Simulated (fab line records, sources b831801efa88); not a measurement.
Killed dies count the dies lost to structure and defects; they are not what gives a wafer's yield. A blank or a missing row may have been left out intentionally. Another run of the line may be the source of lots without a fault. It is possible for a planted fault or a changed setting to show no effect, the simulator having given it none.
Matching of chambers | flow sky130 | SKY_POLY_GATE_ETCH_16 on rie diel-02: 4 sister chambers
The step etches Si3N4 in CH3F/O2, stops on poly-Si, time 147.5 s, target depth 75 nm. 4 wafers are shown with their chamber, then 8 later ones without.

## WAFERS PAIRED WITH THEIR CHAMBERS
wafer  | chamber | drypump motor current A (A)
L080.6 | 0       | 5.6
L088.5 | 2       | 5.6
L089.2 | 1       | 5.1
L091.1 | 3       | 5.4

## WAFERS WHOSE CHAMBER IS MISSING
wafer  | drypump motor current A (A)
L091.2 | 5.6
L091.4 | 5.3
L092.3 | 5.6
L092.5 | 5.3
L092.6 | 5.6
L093.2 | 5.6
L093.4 | 5.6
L093.5 | 5.6

## WHICH CHAMBER EACH WENT THROUGH
wafer  | from the rows above     | in truth
L091.2 | can't be placed: 0 or 2 | 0
L091.4 | can't be placed: 3 or 1 | 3
L092.3 | can't be placed: 0 or 2 | 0
L092.5 | can't be placed: 3 or 1 | 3
L092.6 | can't be placed: 0 or 2 | 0
L093.2 | can't be placed: 0 or 2 | 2
L093.4 | can't be placed: 0 or 2 | 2
L093.5 | can't be placed: 0 or 2 | 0
Correct placement for 0 of the 8. Not placeable from these rows: 8 (in 8, the candidates include the true chamber). 0 placed wrongly.
How it was worked out, from the rows above alone: a wafer's distance from a chamber is the root of the sum, over the readings, of the square of ((its reading less the chamber's mean) divided by the reading's scatter). The wafer belongs to the nearest chamber; if the next one is less than 2 further off, it can't be placed. A chamber's mean is the mean of its shown wafers. The scatter: root of mean squared gap, hidden wafer to nearest shown wafer, with one shown wafer a chamber.
